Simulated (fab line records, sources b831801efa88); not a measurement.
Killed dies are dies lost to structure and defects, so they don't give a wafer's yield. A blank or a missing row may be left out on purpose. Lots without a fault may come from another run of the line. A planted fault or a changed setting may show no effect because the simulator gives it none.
Problem report in the 8D (eight disciplines) form, filled by code | flow sky130 | the parts of the form that need people (team, actions taken, sign-off) are left out

1. THE PROBLEM
LI_CONTACT_HDPCVD_THK at SKY_LI_CONTACT_THK_MEAS_01 reads a mean of 1207 nm on 4 wafers of 3 lots; wafers without a fault read 928 nm with a standard deviation of 7.9. That is +35 standard deviations from the usual mean.
First seen on wafer L678.1, day 30 08:02, on film_metro-01. The record holds 32 wafers of 11 lots with a number at this step. Rule for "out", or "out of limits": more than 4 standard deviations from the usual mean. The other wafers with a number count as sound.

2. WHAT IT IS AND WHAT IT IS NOT
question                    | is                             | is not
which readings at this step | LI_CONTACT_HDPCVD_THK          | -
which lots                  | L678, L680, L682               | L671, L685, L689, L690, L691, L692, L693, L694
which wafers of those lots  | L678.1, L678.5, L680.5, L682.5 | L680.3, L680.6, L682.2, L682.4
read on which gauges        | film_metro-01, film_metro-02   | film_metro-04
when                        | from day 30 08:02              | up to then (3 sound wafers); but 25 sound wafers of L680, L682, L685, L689, L690, L691, L692, L693, L694 came after

3. SUSPECTS, AND WHAT RULES EACH OUT
Counting: a tool at a process step up to the reading stays a suspect if it ran every lot that is out. Sound lots after the first of them don't rule it out here, since some wafers of a struck lot are sound.
- the gauge at SKY_LI_CONTACT_THK_MEAS_01: ruled out. The wafers that are out were read on 2 gauges (film_metro-01, film_metro-02).
- hdpcvd-02 at SKY_LI_CONTACT_HDPCVD_00 (deposits PSG, target thk 930 nm, time 155 s): kept. It ran every lot that is out, first L678 (day 30 07:56). Its own readings are out on those wafers: run_length_s.
Left after counting: hdpcvd-02 at SKY_LI_CONTACT_HDPCVD_00.

4. THE CAUSE (what the simulator had put in)
Process parameter drift: hdpcvd-02, from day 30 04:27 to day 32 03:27, at SKY_LI_CONTACT_HDPCVD_00. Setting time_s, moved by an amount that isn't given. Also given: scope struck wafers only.
Counting left only this tool.

5. THE CHAIN OF EFFECTS, in route order
Each row: a reading whose mean over the struck wafers that have a number lies more than 3 standard deviations from the usual. Only readings for which the record gives a usual standard deviation are gone through. hours: the time from each lot's start at the first step in this table that gives one to its start at this step, as a median over the lots. sigmas: the change in usual standard deviations.
hours | step                       | reading               | usual   | on struck wafers | change | sigmas
0     | SKY_LI_CONTACT_HDPCVD_00   | run_length_s          | 183.1 s | 230.7            | +47.6  | +99 or more
0     | SKY_LI_CONTACT_THK_MEAS_01 | LI_CONTACT_HDPCVD_THK | 928 nm  | 1207             | +279   | +35
3     | SKY_LI_CONTACT_CMP_02      | time_to_endpoint_s    | 31.5 s  | 60.2             | +28.7  | +11
The process steps in it:
- SKY_LI_CONTACT_HDPCVD_00: deposits PSG, target thk 930 nm, time 155 s.
- SKY_LI_CONTACT_CMP_02: polishes PSG.

6. WHAT WOULD HAVE CAUGHT IT SOONER
In this record the first reading out of limits at a measuring or inspecting step was taken at day 30 08:02, 4 hours after the fault began at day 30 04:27.
The tool's own readings at SKY_LI_CONTACT_HDPCVD_00 were out on every struck wafer that the step has a row for (run_length_s): an alarm limit on them would have fired on the first of those.
Of the lots that are out (3), L680, L682 began SKY_LI_CONTACT_HDPCVD_00 on hdpcvd-02 after day 30 08:02. A hold on the tool at that time would have spared those 2.
